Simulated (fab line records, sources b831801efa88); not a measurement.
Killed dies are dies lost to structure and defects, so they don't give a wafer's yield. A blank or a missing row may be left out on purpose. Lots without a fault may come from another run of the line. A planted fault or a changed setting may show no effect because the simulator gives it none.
A struck lot beside a sound one | flow sky130 | 14 steps out of a route of 708
Sound: wafers L155.2, L155.3, L155.4. Struck: wafers L147.3, L147.5, L147.6. The cause comes at the end.
At each step with rows: each side's tool, then ch and its chambers, then its first start. Under that, the readings that differ: sound wafers | struck wafers | difference of the means | sigmas: that difference in standard deviations of wafers without a fault.
alike: readings whose means differ by less than 2 such deviations, and words and numbers that are the same on both sides. not compared: withheld readings, readings that some wafer has no value for, bounds like >300 that may hide the same value, and numbers for which the record gives no deviation and whose values overlap.
The two part at a step that has a row with sigmas, a row that says differs or no value, or rows on one side only. Numbers that don't overlap but have no deviation are shown without sigmas and don't part them. A reading that every wafer of one side lacks parts them only if that side has two wafers or more.

first, 2 steps without rows for these wafers: SKY_SALICIDE_CLEAN_00 (cleans in HF-last, time 30 s); SKY_LI_CONTACT_HDPCVD_00 (deposits PSG, target thk 930 nm, time 155 s).
SKY_LI_CONTACT_THK_MEAS_01:
  sound on film_metro-02, day 34 01:38; struck on film_metro-02, day 31 17:58
  alike: LI_CONTACT_HDPCVD_THK
SKY_LI_CONTACT_CMP_02: polishes PSG.
  sound on cmp-02 ch 0,1,2, day 34 01:44; struck on cmp-02 ch 0,2,3, day 31 18:07
  alike: motor_current_A, slurry_filter_dp_kPa, time_to_endpoint_s
SKY_LI_CONTACT_BOW_MEAS_03:
  sound on film_metro-03, day 34 02:00; struck on film_metro-04, day 31 18:21
  alike: LI_CONTACT_BOW
then, 7 steps without rows for these wafers: SKY_LI_CONTACT_DEHYDRATE_04 (time 60 s); SKY_LI_CONTACT_HMDS_05 (prime time 60 s); SKY_LI_CONTACT_COAT_06 (resist thk 60 nm); SKY_LI_CONTACT_COAT_07 (resist thk 450 nm); SKY_LI_CONTACT_SOFTBAKE_08 (time 90 s); SKY_LI_CONTACT_EXPOSE_09 (exposes mask LICM1, target cd 170 nm); SKY_LI_CONTACT_PEB_10.
SKY_LI_CONTACT_DEVELOP_11: develop time 60 s.
  sound on litho_track-03 ch 0, day 35 03:00; struck on litho_track-04, day 32 20:00
  no value came back on the struck wafers for chill_plate_temp_C (C), develop_time_s (s); on the sound wafers chill_plate_temp_C (C) reads 23.19 23.11 23.05
  reading                                           | sound           | struck            | difference | sigmas
  model.KrF-thick_of_LI_CONTACT_COAT_07.thk_nm (nm) | 437.7 437.1 437 | 449.4 451.2 450.1 | +13.0      |
SKY_LI_CONTACT_CD_MEAS_12: target cd 170 nm.
  sound on cd_sem-02, day 35 03:53; struck on cd_sem-01, day 32 20:46
  reading    | sound             | struck | difference                    | sigmas
  cd_nm (nm) | 168.7 168.7 167.0 | - - -  | no value on the struck wafers |

WHERE THEY PART
First at SKY_LI_CONTACT_DEVELOP_11; last, within this record, at SKY_LI_CONTACT_CD_MEAS_12.

WHY: what the simulator had put in
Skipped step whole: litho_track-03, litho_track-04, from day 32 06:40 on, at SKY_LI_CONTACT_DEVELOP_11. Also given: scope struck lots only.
